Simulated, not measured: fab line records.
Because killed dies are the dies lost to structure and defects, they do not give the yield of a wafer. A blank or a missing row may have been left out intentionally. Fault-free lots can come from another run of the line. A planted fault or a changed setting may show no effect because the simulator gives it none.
A lot that was struck, set against a sound lot :: flow sky130 :: 24 out of 708 route steps
Sound: the wafers L113.4, L113.5, L113.6. Struck: wafers L117.1, L117.3, L117.5. Last of all comes the cause.
Order at every step that has rows: each side's tool, ch and its chambers, its first start. Under that, the readings that differ: sound wafers :: struck wafers :: difference of the means :: sigmas: that difference in standard deviations of wafers without a fault.
alike: a reading whose means differ by less than 2 such deviations, as well as words and numbers matching on both sides. not compared: withheld readings; readings where some wafer has no value; bounds like >300 that might hide an equal value; numbers whose values overlap and for which the record gives no deviation.
Wherever a step has rows on one side only, a row that says differs or no value, or a row with sigmas, the two part there. Numbers that have no deviation but don't overlap get no sigmas and don't part them. Lack of a reading on every wafer of one side parts them only where that side has two or more wafers.

first, 2 steps without rows for these wafers: SKY_POLY_GATE_CLEAN_19 (cleans in SC1/SC2, time 150 s); SKY_POLY_GATE_OXIDATION_20 (stabilise 600 s, purge 300 s, target thk 4 nm).
SKY_POLY_GATE_THK_MEAS_21:
  sound on film metro-03 at day 17 21:43; struck on film metro-02 at day 19 03:01
  alike: POLY_GATE_OXIDATION_THK
SKY_POLY_GATE_CD_MEAS_22:
  sound on cd sem-01 at day 17 21:49; struck on cd sem-02 at day 19 03:05
  alike: cd nm
then, 7 steps without rows for these wafers: SKY_LDD_N_DEHYDRATE_00 (time 60 s); SKY_LDD_N_HMDS_01 (prime time 60 s); SKY_LDD_N_COAT_02 (resist thk 300 nm); SKY_LDD_N_SOFTBAKE_03 (time 60 s); SKY_LDD_N_EXPOSE_04 (exposes mask NTM, target cd 840 nm); SKY_LDD_N_PEB_05; SKY_LDD_N_DEVELOP_06 (develop time 60 s).
SKY_LDD_N_OVL_MEAS_07:
  sound on overlay-02 at day 19 03:35; struck on overlay-01 at day 20 09:19
  alike: LDD_N_OVL
SKY_LDD_N_IMPLANT_08:
  sound on implanter-01 ch 0, day 19 03:40; struck on implanter-03 ch 0, day 20 09:22
reading: beam on s (s)
sound: 10.09 10.00 10.33
struck: 76.15 75.56 72.66
difference: +64.65
sigmas: +99 or more

reading: dose ions cm2
sound: 7.491e+13 7.488e+13 7.488e+13
struck: 7.1106e+14 7.1096e+14 7.1096e+14
difference: +6.3610e+14
sigmas: +99 or more

reading: faraday current uA
sound: 419 421 411
struck: 526 528 550
difference: +118
sigmas: +12
then, 7 steps without rows for these wafers: SKY_LDD_N_IMPLANT_09; SKY_LDD_N_IMPLANT_10; SKY_LDD_N_IMPLANT_11; SKY_LDD_N_IMPLANT_12; SKY_LDD_N_IMPLANT_13; SKY_LDD_N_IMPLANT_14; SKY_LDD_N_IMPLANT_15.
SKY_LDD_N_STRIP_16: strips in O2/N2.
  sound on plasma asher-01 ch 0,1, day 19 04:50; struck on plasma asher-02 ch 0,1, day 20 10:34
reading: strip time to endpoint s (s)
sound: 4.297 4.314 4.320
struck: 5.669 5.647 5.659
difference: +1.348
sigmas: +84
  alike: drypump motor current A, oes product au
  not compared: rf hours counter h
SKY_LDD_N_TW_MEAS_17:
  sound on film metro-01 at day 19 04:58; struck on film metro-01 at day 20 10:40
reading: LDD_N_TW
sound: 2553 2533 2543
struck: 2938 2960 2960
difference: +410
sigmas: +17
then, 1 step without rows for these wafers: SKY_LDD_P_DEHYDRATE_00 (time 60 s).
-- record jumps: 27 days separate the struck wafers' starts on either side; left off in module LDD_P, taken up again in module PAD_OPEN, whose first shown step is the route's number 708 --
SKY_PAD_OPEN_PROBE_99:
  sound on prober-01 at day 46 15:35; struck on prober-01 at day 47 11:00
reading: model.etest.tip n.rs ohm sq
sound: 441.1 442.2
struck: 250.6 251.3 252.4
difference: -190.2
sigmas: 

reading: model.etest.nfet_01v8.r on ohm um
sound: 836.9 882.9
struck: 755.6 738.2 729.7
difference: -118.7
sigmas: 

reading: model.etest.nfet_01v8_lvt.drive ua um
sound: 568.2 543.3
struck: 645.9 653.8 652.9
difference: +95.1
sigmas: 

reading: model.etest.nfet_01v8.drive ua um
sound: 495.9 479.6
struck: 569.9 570.9 574.1
difference: +83.9
sigmas: 

reading: model.etest.nfet_01v8_turned.drive ua um
sound: 503 477.9
struck: 562.9 572.8 571.4
difference: +78.6
sigmas: 

reading: model.etest.sram nfet pass.drive ua um
sound: 485.4 459.9
struck: 527.3 566.6 568.1
difference: +81.4
sigmas: 

reading: model.etest.nfet_01v8_swapped.drive ua um
sound: 501.4 476.4
struck: 555.8 559.6 562.7
difference: +70.5
sigmas: 

reading: model.etest.tip n.rs ohm sq range
sound: 13.58 20.72
struck: 8.448 9.661 7.631
difference: -8.570
sigmas: 

== WHERE THEY PART ==
Earliest at SKY_LDD_N_IMPLANT_08; latest, in this record, at SKY_LDD_N_TW_MEAS_17.

WHY: whatever the simulator had introduced
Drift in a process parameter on implanter-03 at SKY_LDD_N_IMPLANT_08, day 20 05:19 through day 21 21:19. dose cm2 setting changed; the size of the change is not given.
